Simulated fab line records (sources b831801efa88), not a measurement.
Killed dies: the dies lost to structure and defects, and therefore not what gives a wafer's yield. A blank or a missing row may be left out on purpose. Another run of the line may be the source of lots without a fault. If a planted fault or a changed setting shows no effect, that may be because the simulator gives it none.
fab line records -- flow sfqLine -- part 1 of 2: steps 1 to 24 of 34
record lots=5, wafers=15, lastDay=82
route steps=325 shown I3@141 M4@148 I4@163
lots with no fault: from the same line, run without faults
startH: start of the lot's first displayed wafer, in hours after the record's first day -- waitH: hours elapsed since this lot's preceding step -- " identical to the entry in the row above -- L1.1+2: a single row standing in for several wafers -- - either no value or no given start -- * or withheld: withheld -- < > ~ a bound
route shown NAME@n: NAME is a module with steps in the file, n the number in the route of the first one -- usual: average and standard deviation across the fault-free wafers -- same: alike in all rows -- chamber/n: place in a boat -- sites: readings site by site -- _std_site: the values' standard deviation -- _edge_site: the outer-site mean with the inner-site mean subtracted -- radiusMm: how far each site lies from the wafer's centre -- mask NAME#n: copy n -- behind: tool/chamber where the wafer was last shaped -- hold: why the lot went on hold/how many hours it stayed there/how the hold came to an end -- device: the transistor (n, p or np) that didn't switch -- end of line: tests of these same wafers at the route's end -- a step with no rows: only its recipe -- killed: at the first sort, the dies lost to defects and structure; wafer yield is something else -- map: a wafer's dies, x killed, . not, _ none there
set.NAME: the setting that was run; set.NAME@STEP: the one run at that earlier step -- model.NAME: the simulator's own value behind a step, which no gauge read
a table for each step, a row for each wafer; lots at some steps of the route
services: from which hour (startH, from the record's first day; less than 0 if before it) a tool's chamber was out of use, for how many hours, and why
## steps
# step SFQ_TRILAYER_I3_VIA_LITHO_PEB_088
# recipe pebTempC=115, pebTimeS=60, resist=KrF
# usual exhaustPa=45.0/0.87, heaterPowerTotalW=79.15/0.067
lot.wafer,tool,chamber,startH,waitH,exhaustPa,heaterPowerTotalW
L076.1,lithoTrack-02,0,859.06,1.0,44.2,79.08
L076.3,lithoTrack-02,0,859.06,1.0,42.7,79.24
L076.5,lithoTrack-02,0,859.06,1.0,43.8,79.17
L078.3,lithoTrack-02,0,986.06,0.7,46.0,79.21
L078.4,lithoTrack-02,0,986.06,0.7,45.2,79.14
L078.5,lithoTrack-02,0,986.06,0.7,46.8,79.20
L081.1,lithoTrack-03,0,994.41,1.0,44.8,79.13
L081.4,lithoTrack-03,0,994.41,1.0,45.0,79.23
L081.5,lithoTrack-03,0,994.41,1.0,45.9,79.19
L088.1,lithoTrack-02,0,1214.12,1.0,44.4,79.15
L088.3,lithoTrack-02,0,1214.12,1.0,44.4,79.22
L088.6,lithoTrack-02,0,1214.12,1.0,44.0,79.11
L097.1,lithoTrack-02,0,1326.68,1.0,44.4,79.23
L097.5,lithoTrack-02,0,1326.68,1.0,44.2,79.22
L097.6,lithoTrack-02,0,1326.68,1.0,44.2,79.09
# step SFQ_TRILAYER_I3_VIA_LITHO_DEVELOP_087
# recipe timeS=60, resist=KrF
# usual exhaustPa=45.2/1
lot.wafer,tool,chamber,startH,waitH,exhaustPa
L076.1,lithoTrack-02,0,859.21,0.1,45.4
L076.3,lithoTrack-02,0,859.21,0.1,44.8
L076.5,lithoTrack-02,0,859.21,0.1,45.5
L078.3,lithoTrack-02,0,986.21,0.1,45.1
L078.4,lithoTrack-02,0,986.21,0.1,44.0
L078.5,lithoTrack-02,0,986.21,0.1,45.6
L081.1,lithoTrack-03,0,994.56,0.1,45.2
L081.4,lithoTrack-03,0,994.56,0.1,45.4
L081.5,lithoTrack-03,0,994.56,0.1,46.0
L088.1,lithoTrack-02,0,1214.27,0.1,44.9
L088.3,lithoTrack-02,0,1214.27,0.1,45.2
L088.6,lithoTrack-02,0,1214.27,0.1,44.3
L097.1,lithoTrack-02,0,1326.83,0.1,47.2
L097.5,lithoTrack-02,0,1326.83,0.1,46.1
L097.6,lithoTrack-02,0,1326.83,0.1,44.8
# step SFQ_I3_OVL_MEAS_923
# usual I3_OVL=-1/6.4
lot.wafer,tool,chamber,startH,waitH,I3_OVL[nm]
L076.1,overlay-02,-,859.36,0.1,-16
L076.3,overlay-02,-,859.36,0.1,1
L076.5,overlay-02,-,859.36,0.1,-10
L078.3,overlay-01,-,986.32,0.1,-4
L078.4,overlay-01,-,986.32,0.1,-5
L078.5,overlay-01,-,986.32,0.1,-6
L081.1,overlay-02,-,994.71,0.1,2
L081.4,overlay-02,-,994.71,0.1,5
L081.5,overlay-02,-,994.71,0.1,3
L088.1,overlay-02,-,1214.42,0.1,11
L088.3,overlay-02,-,1214.42,0.1,-3
L088.6,overlay-02,-,1214.42,0.1,12
L097.1,overlay-02,-,1326.98,0.1,2
L097.5,overlay-02,-,1326.98,0.1,2
L097.6,overlay-02,-,1326.98,0.1,0
# step SFQ_TRILAYER_I3_VIA_BARC_OPEN_VIA_ETCH_121
# recipe maskMaterial=PR, chemistry=O2, targetDepthNm=125, target=BARC, sourceW=500, biasW=80, pressureMtorr=30, timeS=41.7
# usual drypumpMotorCurrentA=5.8/0.62, oesProductAu=0.685/0.005
lot.wafer,tool,chamber,startH,waitH,drypumpMotorCurrentA,oesProductAu,rfHoursCounterH
L076.1,rieDiel-04,3,859.40,0.0,6.2,0.690,2
L076.3,rieDiel-04,1,859.40,0.0,6.3,0.683,19
L076.5,rieDiel-04,2,859.40,0.0,5.7,0.683,-
L078.3,rieDiel-03,0,986.34,0.0,5.1,0.685,19
L078.4,rieDiel-03,2,986.34,0.0,6.5,0.686,13
L078.5,rieDiel-03,1,986.34,0.0,6.5,0.682,-
L081.1,rieDiel-02,2,994.74,0.0,5.6,0.692,12
L081.4,rieDiel-02,0,994.74,0.0,6.4,0.677,7
L081.5,rieDiel-02,2,994.74,0.0,5.6,0.673,-
L088.1,rieDiel-03,2,1214.45,0.0,6.5,0.691,16
L088.3,rieDiel-03,3,1214.45,0.0,5.2,0.689,13
L088.6,rieDiel-03,3,1214.45,0.0,5.2,0.684,-
L097.1,rieDiel-03,2,1327.01,0.0,6.5,0.682,19
L097.5,rieDiel-03,0,1327.01,0.0,5.1,0.687,-
L097.6,rieDiel-03,3,1327.01,0.0,5.2,0.688,-
# step SFQ_TRILAYER_I3_VIA_ETCH_VIA_ETCH_088
# recipe target=SiO2, stopOn=Nb, maskMaterial=PR, taperDeg=20, chemistry=CHF3, targetDepthNm=260, sourceW=500, biasW=80, pressureMtorr=30, timeS=withheld
# usual drypumpMotorCurrentA=5.8/0.62, oesProductAu=0.855/0.0052
lot.wafer,tool,chamber,startH,waitH,drypumpMotorCurrentA,oesProductAu
L076.1,rieDiel-04,3,859.44,0.0,6.3,0.851
L076.3,rieDiel-04,1,859.44,0.0,6.2,0.849
L076.5,rieDiel-04,2,859.44,0.0,5.6,0.848
L078.3,rieDiel-03,0,986.38,0.0,5.1,0.853
L078.4,rieDiel-03,2,986.38,0.0,6.5,0.867
L078.5,rieDiel-03,1,986.38,0.0,6.5,0.852
L081.1,rieDiel-02,2,994.78,0.0,5.6,0.863
L081.4,rieDiel-02,0,994.78,0.0,6.4,0.853
L081.5,rieDiel-02,2,994.78,0.0,5.6,0.866
L088.1,rieDiel-03,2,1214.49,0.0,6.5,0.848
L088.3,rieDiel-03,3,1214.49,0.0,5.2,0.852
L088.6,rieDiel-03,3,1214.49,0.0,5.2,0.849
L097.1,rieDiel-03,2,1327.05,0.0,6.5,0.849
L097.5,rieDiel-03,0,1327.05,0.0,5.1,0.860
L097.6,rieDiel-03,3,1327.05,0.0,5.2,0.862
# step SFQ_TRILAYER_I3_VIA_STRIP_STRIP_089
# recipe gas=O2, powerW=200, platenTempC=40, overashFraction=0.65, chemistry=O2, pressureMtorr=50
# usual drypumpMotorCurrentA=5.5/0.44, oesProductAu=1.002/0.008
# same overashFraction=0.65
lot.wafer,tool,chamber,startH,waitH,drypumpMotorCurrentA,oesProductAu,rfHoursCounterH
L076.1,rieMetal-04,0,859.55,-,5.2,1.008,135
L076.3,rieMetal-04,0,859.55,-,5.3,1.003,-
L076.5,rieMetal-04,1,859.55,-,5.0,1.003,-
L078.3,rieMetal-03,0,986.70,-,6.1,0.994,-
L078.4,rieMetal-03,1,986.70,-,5.0,1.003,-
L078.5,rieMetal-03,0,986.70,-,6.1,0.988,-
L081.1,rieMetal-01,0,994.90,-,6.1,1.000,132
L081.4,rieMetal-01,0,994.90,-,6.1,1.005,-
L081.5,rieMetal-01,1,994.90,-,5.5,0.991,-
L088.1,rieMetal-01,1,1214.61,-,5.5,1.002,111
L088.3,rieMetal-01,1,1214.61,-,5.5,0.990,-
L088.6,rieMetal-01,1,1214.61,-,5.5,0.997,-
L097.1,rieMetal-04,1,1327.17,-,5.0,1.002,118
L097.5,rieMetal-04,0,1327.17,-,5.2,1.019,-
L097.6,rieMetal-04,1,1327.17,-,5.0,0.993,-
# step SFQ_TRILAYER_I3_VIA_STRIP_SOLV_CLEAN_090
# recipe chemistry=NMP, tempC=70, timeS=600
lot.wafer,tool,chamber,startH,waitH
L076.1+3+5,wetBench-02,"3,0,4",860.15,0.4
L078.3+4+5,wetBench-03,"1,0,4",987.10,0.2
L081.1+4+5,wetBench-02,"1,4,2",995.50,0.4
L088.1+3+6,wetBench-03,"6,1,5",1215.21,0.4
L097.1+5+6,wetBench-03,"0,2,6",1327.77,0.4
# step SFQ_TRILAYER_M4_DEP_PRE_CLEAN_092
# recipe gas=Ar, timeS=22.5, biasV=250
lot.wafer,tool,chamber,startH,waitH
L076.1+3+5,pvdSputter-06,-,860.32,0.0
L078.3+4+5,pvdSputter-06,-,987.27,0.0
L081.1+4+5,pvdSputter-03,-,995.67,0.0
L088.1+3+6,pvdSputter-04,-,1215.38,0.0
L097.1+5+6,pvdSputter-03,-,1327.94,0.0
# step SFQ_TRILAYER_M4_DEP_SPUTTER_091
# recipe material=Nb, basePressurePa=1.33e-06, chamberPressurePa=0.1333, substrateTempC=20, resputterCathodeVoltageV=400, targetThkNm=200, powerW=2000, timeS=133.3
# usual throttleValvePct=30.4/0.99
lot.wafer,tool,chamber,startH,waitH,throttleValvePct
L076.1,pvdSputter-06,-,860.35,0.0,29.1
L076.3,pvdSputter-06,-,860.35,0.0,30.2
L076.5,pvdSputter-06,-,860.35,0.0,28.8
L078.3,pvdSputter-06,-,987.30,0.0,28.9
L078.4,pvdSputter-06,-,987.30,0.0,30.1
L078.5,pvdSputter-06,-,987.30,0.0,30.0
L081.1,pvdSputter-03,-,995.70,0.0,31.2
L081.4,pvdSputter-03,-,995.70,0.0,29.4
L081.5,pvdSputter-03,-,995.70,0.0,29.9
L088.1,pvdSputter-04,-,1215.41,0.0,31.1
L088.3,pvdSputter-04,-,1215.41,0.0,29.3
L088.6,pvdSputter-04,-,1215.41,0.0,30.9
L097.1,pvdSputter-03,-,1327.97,0.0,31.0
L097.5,pvdSputter-03,-,1327.97,0.0,32.2
L097.6,pvdSputter-03,-,1327.97,0.0,29.6
# step SFQ_M4_RS_MEAS_924
# recipe thkMeasGauge=four-point-probe, reads=Nb_of_TRILAYER_M4_DEP_SPUTTER_091
# usual M4_NB_RS=0.891/0.0086
lot.wafer,tool,chamber,startH,waitH,M4_NB_RS[ohm/sq]
L076.1,filmMetro-02,-,860.44,0.0,0.892
L076.3,filmMetro-02,-,860.44,0.0,0.886
L076.5,filmMetro-02,-,860.44,0.0,0.902
L078.3,filmMetro-03,-,987.43,0.1,0.885
L078.4,filmMetro-03,-,987.43,0.1,0.877
L078.5,filmMetro-03,-,987.43,0.1,0.883
L081.1,filmMetro-02,-,995.79,0.0,0.898
L081.4,filmMetro-02,-,995.79,0.0,0.893
L081.5,filmMetro-02,-,995.79,0.0,0.897
L088.1,filmMetro-02,-,1215.50,0.0,0.895
L088.3,filmMetro-02,-,1215.50,0.0,0.898
L088.6,filmMetro-02,-,1215.50,0.0,0.892
L097.1,filmMetro-03,-,1328.06,0.0,0.906
L097.5,filmMetro-03,-,1328.06,0.0,0.900
L097.6,filmMetro-03,-,1328.06,0.0,0.905
# step SFQ_TRILAYER_M4_LITHO_COAT_098
# recipe resist=BARC, spinRpm=3000, resistThkNm=62
# usual exhaustPa=44.9/0.9
lot.wafer,tool,chamber,startH,waitH,exhaustPa
L076.1,lithoTrack-02,0,860.62,0.1,43.8
L076.3,lithoTrack-02,0,860.62,0.1,43.8
L076.5,lithoTrack-02,0,860.62,0.1,45.0
L078.3,lithoTrack-02,0,987.67,0.1,45.2
L078.4,lithoTrack-02,0,987.67,0.1,45.8
L078.5,lithoTrack-02,0,987.67,0.1,45.3
L081.1,lithoTrack-02,0,995.97,0.1,44.9
L081.4,lithoTrack-02,0,995.97,0.1,44.5
L081.5,lithoTrack-02,0,995.97,0.1,45.2
L088.1,lithoTrack-02,0,1215.68,0.1,45.2
L088.3,lithoTrack-02,0,1215.68,0.1,46.2
L088.6,lithoTrack-02,0,1215.68,0.1,45.6
L097.1,lithoTrack-04,0,1328.24,0.1,45.2
L097.5,lithoTrack-04,0,1328.24,0.1,45.2
L097.6,lithoTrack-04,0,1328.24,0.1,43.9
# step SFQ_TRILAYER_M4_LITHO_COAT_093
# recipe resist=KrF, spinRpm=3000, resistThkNm=600
# usual exhaustPa=45.2/0.93
lot.wafer,tool,chamber,startH,waitH,exhaustPa
L076.1,lithoTrack-02,0,860.92,0.2,45.1
L076.3,lithoTrack-02,0,860.92,0.2,46.8
L076.5,lithoTrack-02,0,860.92,0.2,45.6
L078.3,lithoTrack-02,0,987.97,0.2,44.7
L078.4,lithoTrack-02,0,987.97,0.2,45.7
L078.5,lithoTrack-02,0,987.97,0.2,46.7
L081.1,lithoTrack-02,0,996.27,0.2,43.9
L081.4,lithoTrack-02,0,996.27,0.2,44.2
L081.5,lithoTrack-02,0,996.27,0.2,44.4
L088.1,lithoTrack-02,0,1215.98,0.2,45.7
L088.3,lithoTrack-02,0,1215.98,0.2,44.8
L088.6,lithoTrack-02,0,1215.98,0.2,45.0
L097.1,lithoTrack-04,0,1328.54,0.2,44.5
L097.5,lithoTrack-04,0,1328.54,0.2,43.3
L097.6,lithoTrack-04,0,1328.54,0.2,44.2
# step SFQ_TRILAYER_M4_LITHO_SOFTBAKE_097
# recipe tempC=withheld, timeS=withheld, resist=KrF
# usual exhaustPa=45.1/0.86
lot.wafer,tool,chamber,startH,waitH,exhaustPa
L076.1,lithoTrack-02,0,861.22,0.2,44.5
L076.3,lithoTrack-02,0,861.22,0.2,47.4
L076.5,lithoTrack-02,0,861.22,0.2,45.7
L078.3,lithoTrack-02,0,988.22,0.2,44.8
L078.4,lithoTrack-02,0,988.22,0.2,44.6
L078.5,lithoTrack-02,0,988.22,0.2,45.0
L081.1,lithoTrack-02,0,996.57,0.2,45.6
L081.4,lithoTrack-02,0,996.57,0.2,46.1
L081.5,lithoTrack-02,0,996.57,0.2,46.7
L088.1,lithoTrack-02,0,1216.28,0.2,45.2
L088.3,lithoTrack-02,0,1216.28,0.2,46.3
L088.6,lithoTrack-02,0,1216.28,0.2,44.2
L097.1,lithoTrack-04,0,1328.84,0.2,45.7
L097.5,lithoTrack-04,0,1328.84,0.2,45.9
L097.6,lithoTrack-04,0,1328.84,0.2,44.4
# step SFQ_TRILAYER_M4_LITHO_EXPOSE_094
# recipe maskId=M4, na=0.6, sourceShape=conventional, sigmaOuter=0.65, targetCdNm=500, doseMj=14.4
lot.wafer,tool,chamber,startH,waitH,mask
L076.1+3+5,krfScanner-02,0,942.38,-,M4#0
L078.3+4+5,krfScanner-02,0,988.85,-,M4#0
L081.1+4+5,krfScanner-02,0,996.72,-,M4#0
L088.1+3+6,krfScanner-01,0,1216.43,-,M4#0
L097.1+5+6,krfScanner-01,0,1336.94,-,M4#0
# step SFQ_TRILAYER_M4_LITHO_PEB_096
# recipe pebTempC=115, pebTimeS=60, resist=KrF
# usual exhaustPa=45.0/0.99, heaterPowerTotalW=79.16/0.066
lot.wafer,tool,chamber,startH,waitH,exhaustPa,heaterPowerTotalW
L076.1,lithoTrack-04,0,943.58,1.0,45.3,79.06
L076.3,lithoTrack-04,0,943.58,1.0,46.1,79.16
L076.5,lithoTrack-04,0,943.58,1.0,45.6,79.20
L078.3,lithoTrack-04,0,989.70,0.7,42.9,79.16
L078.4,lithoTrack-04,0,989.70,0.7,43.7,79.15
L078.5,lithoTrack-04,0,989.70,0.7,44.9,79.16
L081.1,lithoTrack-02,0,997.92,1.0,45.8,79.08
L081.4,lithoTrack-02,0,997.92,1.0,44.7,79.20
L081.5,lithoTrack-02,0,997.92,1.0,46.0,79.23
L088.1,lithoTrack-02,0,1217.63,1.0,45.9,79.07
L088.3,lithoTrack-02,0,1217.63,1.0,46.2,79.05
L088.6,lithoTrack-02,0,1217.63,1.0,44.0,79.26
L097.1,lithoTrack-02,0,1338.14,1.0,44.2,79.08
L097.5,lithoTrack-02,0,1338.14,1.0,45.9,79.31
L097.6,lithoTrack-02,0,1338.14,1.0,44.3,79.23
# step SFQ_TRILAYER_M4_LITHO_DEVELOP_095
# recipe timeS=60, resist=KrF
# usual exhaustPa=45.0/0.86
lot.wafer,tool,chamber,startH,waitH,exhaustPa
L076.1,lithoTrack-04,0,943.73,0.1,45.3
L076.3,lithoTrack-04,0,943.73,0.1,44.9
L076.5,lithoTrack-04,0,943.73,0.1,44.8
L078.3,lithoTrack-04,0,989.85,0.1,44.3
L078.4,lithoTrack-04,0,989.85,0.1,45.3
L078.5,lithoTrack-04,0,989.85,0.1,45.6
L081.1,lithoTrack-02,0,998.07,0.1,46.1
L081.4,lithoTrack-02,0,998.07,0.1,43.7
L081.5,lithoTrack-02,0,998.07,0.1,44.6
L088.1,lithoTrack-02,0,1217.78,0.1,44.1
L088.3,lithoTrack-02,0,1217.78,0.1,44.9
L088.6,lithoTrack-02,0,1217.78,0.1,44.7
L097.1,lithoTrack-02,0,1338.29,0.1,43.8
L097.5,lithoTrack-02,0,1338.29,0.1,43.9
L097.6,lithoTrack-02,0,1338.29,0.1,44.7
# step SFQ_M4_OVL_MEAS_926
# usual M4_OVL=-2/5.3
lot.wafer,tool,chamber,startH,waitH,M4_OVL[nm]
L076.1,overlay-02,-,943.88,0.1,9
L076.3,overlay-02,-,943.88,0.1,-1
L076.5,overlay-02,-,943.88,0.1,3
L078.3,overlay-02,-,989.96,0.1,-3
L078.4,overlay-02,-,989.96,0.1,-3
L078.5,overlay-02,-,989.96,0.1,-3
L081.1,overlay-02,-,998.22,0.1,-5
L081.4,overlay-02,-,998.22,0.1,-6
L081.5,overlay-02,-,998.22,0.1,-5
L088.1,overlay-02,-,1217.93,0.1,1
L088.3,overlay-02,-,1217.93,0.1,-3
L088.6,overlay-02,-,1217.93,0.1,-9
L097.1,overlay-02,-,1338.44,0.1,-2
L097.5,overlay-02,-,1338.44,0.1,2
L097.6,overlay-02,-,1338.44,0.1,-1
# step SFQ_TRILAYER_M4_BARC_OPEN_METAL_ETCH_123
# recipe maskMaterial=PR, chemistry=O2, targetDepthNm=125, target=BARC, icpW=600, biasW=80, pressureMtorr=10, timeS=41.7
# usual drypumpMotorCurrentA=5.4/0.54, oesProductAu=0.685/0.0047
lot.wafer,tool,chamber,startH,waitH,drypumpMotorCurrentA,oesProductAu,rfHoursCounterH
L076.1,rieMetal-02,1,943.91,0.0,5.6,0.683,102
L076.3,rieMetal-02,0,943.91,0.0,6.5,0.688,-
L076.5,rieMetal-02,1,943.91,0.0,5.6,0.673,-
L078.3,rieMetal-03,0,990.00,0.0,6.0,0.691,-
L078.4,rieMetal-03,1,990.00,0.0,4.9,0.681,-
L078.5,rieMetal-03,1,990.00,0.0,5.0,0.684,-
L081.1,rieMetal-04,1,998.26,0.0,5.0,0.681,68
L081.4,rieMetal-04,1,998.26,0.0,5.0,0.679,-
L081.5,rieMetal-04,0,998.26,0.0,5.2,0.689,-
L088.1,rieMetal-04,0,1217.97,0.0,5.3,0.697,31
L088.3,rieMetal-04,1,1217.97,0.0,5.0,0.689,-
L088.6,rieMetal-04,1,1217.97,0.0,5.0,0.680,-
L097.1,rieMetal-04,0,1338.48,0.0,5.2,0.685,52
L097.5,rieMetal-04,0,1338.48,0.0,5.3,0.681,-
L097.6,rieMetal-04,1,1338.48,0.0,5.0,0.683,-
# step SFQ_TRILAYER_M4_ETCH_METAL_ETCH_096
# recipe target=Nb, stopOn=SiO2, maskMaterial=PR, chemistry=Cl2/Ar, targetDepthNm=240, icpW=600, biasW=80, pressureMtorr=10, timeS=120
# usual drypumpMotorCurrentA=5.4/0.54, oesProductAu=0.894/0.0068
lot.wafer,tool,chamber,startH,waitH,drypumpMotorCurrentA,oesProductAu,rfHoursCounterH
L076.1,rieMetal-02,1,943.97,0.0,5.6,0.892,102
L076.3,rieMetal-02,0,943.97,0.0,6.4,0.889,-
L076.5,rieMetal-02,1,943.97,0.0,5.6,0.891,-
L078.3,rieMetal-03,0,990.08,0.1,6.1,0.900,-
L078.4,rieMetal-03,1,990.08,0.1,5.0,0.900,-
L078.5,rieMetal-03,1,990.08,0.1,5.0,0.894,-
L081.1,rieMetal-04,1,998.32,0.0,5.0,0.892,68
L081.4,rieMetal-04,1,998.32,0.0,5.0,0.892,-
L081.5,rieMetal-04,0,998.32,0.0,5.3,0.885,-
L088.1,rieMetal-04,0,1218.03,0.0,5.3,0.891,31
L088.3,rieMetal-04,1,1218.03,0.0,5.0,0.889,-
L088.6,rieMetal-04,1,1218.03,0.0,5.0,0.887,-
L097.1,rieMetal-04,0,1338.54,0.0,5.3,0.889,52
L097.5,rieMetal-04,0,1338.54,0.0,5.3,0.880,-
L097.6,rieMetal-04,1,1338.54,0.0,5.0,0.883,-
# step SFQ_TRILAYER_M4_STRIP_STRIP_097
# recipe gas=O2, powerW=200, platenTempC=40, overashFraction=0.65, chemistry=O2, pressureMtorr=50
# usual drypumpMotorCurrentA=5.4/0.54, oesProductAu=1.003/0.0073
# same overashFraction=0.65
lot.wafer,tool,chamber,startH,waitH,drypumpMotorCurrentA,oesProductAu,rfHoursCounterH
L076.1,rieMetal-02,1,944.10,0.1,5.6,1.002,102
L076.3,rieMetal-02,0,944.10,0.1,6.4,0.999,-
L076.5,rieMetal-02,1,944.10,0.1,5.6,1.002,-
L078.3,rieMetal-03,0,990.37,0.2,6.0,0.991,-
L078.4,rieMetal-03,1,990.37,0.2,5.0,0.998,-
L078.5,rieMetal-03,1,990.37,0.2,4.9,1.008,-
L081.1,rieMetal-04,1,998.44,0.1,5.0,0.997,68
L081.4,rieMetal-04,1,998.44,0.1,5.0,0.993,-
L081.5,rieMetal-04,0,998.44,0.1,5.3,0.993,-
L088.1,rieMetal-04,0,1218.15,0.1,5.2,1.024,31
L088.3,rieMetal-04,1,1218.15,0.1,5.0,1.011,-
L088.6,rieMetal-04,1,1218.15,0.1,5.0,1.019,-
L097.1,rieMetal-04,0,1338.66,0.1,5.3,1.017,52
L097.5,rieMetal-04,0,1338.66,0.1,5.3,1.009,-
L097.6,rieMetal-04,1,1338.66,0.1,5.0,0.997,-
# step SFQ_TRILAYER_M4_STRIP_SOLV_CLEAN_098
# recipe chemistry=NMP, tempC=70, timeS=600
lot.wafer,tool,chamber,startH,waitH
L076.1+3+5,wetBench-02,"4,3,2",944.70,0.4
L078.3+4+5,wetBench-01,"6,5,7",990.77,0.2
L081.1+4+5,wetBench-02,"2,0,1",999.04,0.4
L088.1+3+6,wetBench-02,"6,7,0",1218.75,0.4
L097.1+5+6,wetBench-01,"0,6,7",1339.26,0.4
# step SFQ_TRILAYER_I4_DEP_PECVD_099
# recipe material=SiO2, tempC=150, timeS=111.11, pressureTorr=2.4, rfW=183.3, precursor=SiH4/N2O, targetThkNm=500
# usual heaterPowerOuterW=32/10, heaterPowerW=88/18, throttleValvePct=24.8/1.5
lot.wafer,tool,chamber,startH,waitH,heaterPowerOuterW,heaterPowerW,throttleValvePct
L076.1,pecvd-02,0,944.87,0.0,44,112,24.1
L076.3,pecvd-02,2,944.87,0.0,28,83,23.6
L076.5,pecvd-02,1,944.87,0.0,21,80,24.6
L078.3,pecvd-02,1,990.96,0.0,14,71,24.5
L078.4,pecvd-02,1,990.96,0.0,17,73,24.4
L078.5,pecvd-02,2,990.96,0.0,22,75,23.7
L081.1,pecvd-02,2,999.22,0.0,34,88,23.7
L081.4,pecvd-02,2,999.22,0.0,22,74,23.4
L081.5,pecvd-02,0,999.22,0.0,41,106,24.7
L088.1,pecvd-02,1,1218.93,0.0,15,74,25.7
L088.3,pecvd-02,0,1218.93,0.0,44,115,25.1
L088.6,pecvd-02,1,1218.93,0.0,18,74,25.7
L097.1,pecvd-02,0,1339.61,0.0,44,115,25.5
L097.5,pecvd-02,0,1339.61,0.0,44,115,25.7
L097.6,pecvd-02,1,1339.61,0.0,14,67,25.9
# step SFQ_TRILAYER_I4_CMP_CMP_100
# recipe material=SiO2, downForcePsi=3, platenRpm=60, padVelocityMS=0.94248
# usual motorCurrentA=10.6/1, timeToEndpointS=215/7.2
lot.wafer,tool,chamber,startH,waitH,motorCurrentA,timeToEndpointS
L076.1,cmp-02,0,981.12,36.2,10.0,211
L076.3,cmp-02,1,981.12,36.2,11.3,209
L076.5,cmp-02,1,983.62,38.7,12.0,218
L078.4,cmp-02,0,999.62,8.6,9.6,216
L078.3,cmp-02,1,999.62,8.6,11.0,209
L078.5,cmp-02,3,1001.12,10.1,9.5,218
L081.1,cmp-02,0,1005.12,5.9,10.1,207
L081.4,cmp-02,3,1006.62,7.3,9.7,205
L081.5,cmp-02,0,1006.62,7.3,9.4,208
L088.3,cmp-02,0,1219.00,0.0,9.9,214
L088.1,cmp-02,3,1220.50,1.5,9.5,218
L088.6,cmp-02,0,1220.50,1.5,9.8,211
L097.1,cmp-01,2,1345.42,5.8,9.7,219
L097.5,cmp-01,0,1346.42,6.7,12.3,212
L097.6,cmp-01,1,1346.42,6.7,12.5,218
# step SFQ_I4_BOW_MEAS_927
# recipe mode=bow
# usual I4_BOW=5/9.6
lot.wafer,tool,chamber,startH,waitH,I4_BOW[um]
L076.1,filmMetro-01,-,984.12,2.5,9
L076.3,filmMetro-01,-,984.12,2.5,11
L076.5,filmMetro-01,-,984.12,2.5,8
L078.3,filmMetro-01,-,1002.16,1.5,-3
L078.4,filmMetro-01,-,1002.16,1.5,5
L078.5,filmMetro-01,-,1002.16,1.5,16
L081.1,filmMetro-04,-,1008.12,2.5,-14
L081.4,filmMetro-04,-,1008.12,2.5,-16
L081.5,filmMetro-04,-,1008.12,2.5,-6
L088.1,filmMetro-01,-,1222.00,1.0,1
L088.3,filmMetro-01,-,1222.00,1.0,10
L088.6,filmMetro-01,-,1222.00,1.0,4
L097.1,filmMetro-04,-,1347.42,1.5,-5
L097.5,filmMetro-04,-,1347.42,1.5,8
L097.6,filmMetro-04,-,1347.42,1.5,8
